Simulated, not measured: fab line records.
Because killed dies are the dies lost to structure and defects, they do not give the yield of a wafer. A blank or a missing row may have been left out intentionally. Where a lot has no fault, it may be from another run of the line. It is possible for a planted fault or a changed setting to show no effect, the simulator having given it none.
2 desks looking at one fault || flow sky130 || what lay behind the numbers comes last; until then each desk has only its own

== FROM THE METROLOGY DESK ==
What the gauges read for every lot (on any tool): the sampled wafers with a number, averaged. The brackets show how far a lot's mean lies from the usual mean; more than 4 standard deviations puts the lot out of limits, marked OUT.
Columns: A = VIA4_HDPCVD_THK at SKY_VIA4_THK_MEAS_01, usual 1747 nm; B = VIA4_OVL at SKY_VIA4_OVL_MEAS_11, usual 1.2 nm
{"lot": "L595", "first seen here": "day 41 19:15", "A": 1745, "B": -0.4}
{"lot": "L596", "first seen here": "day 42 04:24", "A": 1757, "B": 1.5}
{"lot": "L597", "first seen here": "day 42 12:40", "A": 1729, "B": 1.5}
{"lot": "L605", "first seen here": "day 44 18:34", "A": "1644 (-6.1) OUT", "B": 1.7}
{"lot": "L607", "first seen here": "day 45 06:16", "A": "1573 (-10) OUT", "B": 0.7}
{"lot": "L608", "first seen here": "day 45 09:47", "A": 1761, "B": 0.2}
{"lot": "L609", "first seen here": "day 45 22:17", "A": 1761, "B": 2.5}
{"lot": "L612", "first seen here": "day 46 14:30", "A": 1752, "B": 1.2}
{"lot": "L616", "first seen here": "day 47 15:20", "A": 1742, "B": 2.0}
{"lot": "L617", "first seen here": "day 47 17:11", "A": 1741, "B": 2.2}
{"lot": "L618", "first seen here": "day 48 05:05", "A": 1734, "B": 0.6}
Finding of this desk: L605, L607 out of limits, first seen on L605 at day 44 18:34 (VIA4_HDPCVD_THK at SKY_VIA4_THK_MEAS_01). L595, L596, L597, L608, L609, L612, L616, L617, L618: within limits.

== AT THE TOOL OWNER'S DESK: hdpcvd-01 ==
The tool's own readings at SKY_VIA4_HDPCVD_00 (deposits SiO2, target thk 1750 nm, time 291.7 s): means of the sampled wafers that have a number, for each lot that ran on this tool. The brackets show how far a lot's mean lies from the usual mean; more than 4 standard deviations puts the lot out of limits, marked OUT.
Columns: A = run-length-s at SKY_VIA4_HDPCVD_00, usual 319.0 s
{"lot": "L595", "first seen here": "day 41 19:05", "A": 319.0}
{"lot": "L597", "first seen here": "day 42 12:28", "A": 318.8}
{"lot": "L605", "first seen here": "day 44 18:23", "A": "303.2 (-33) OUT"}
{"lot": "L607", "first seen here": "day 45 06:05", "A": "287.4 (-66) OUT"}
{"lot": "L618", "first seen here": "day 48 04:54", "A": 318.9}
Finding of this desk: L605, L607 out of limits; the first was L605 at day 44 18:23, on run-length-s at SKY_VIA4_HDPCVD_00. L595, L597, L618: within limits.

== TAKEN TOGETHER ==
On L605, L607, at day 44 18:23, an alarm was possible from the tool owner's desk.
On L605, L607, the metrology desk was in a position to raise an alarm at day 44 18:34.
The lots listed all ran SKY_VIA4_HDPCVD_00 on hdpcvd-01.

== WHAT THE SIMULATOR HAD PUT IN ==
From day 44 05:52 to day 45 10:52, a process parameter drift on hdpcvd-01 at SKY_VIA4_HDPCVD_00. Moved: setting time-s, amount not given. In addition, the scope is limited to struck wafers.
Struck lots among those shown: L605, L607.
Fault start to first reading out of limits, in hours, per desk: tool owner, 13; metrology, 13.
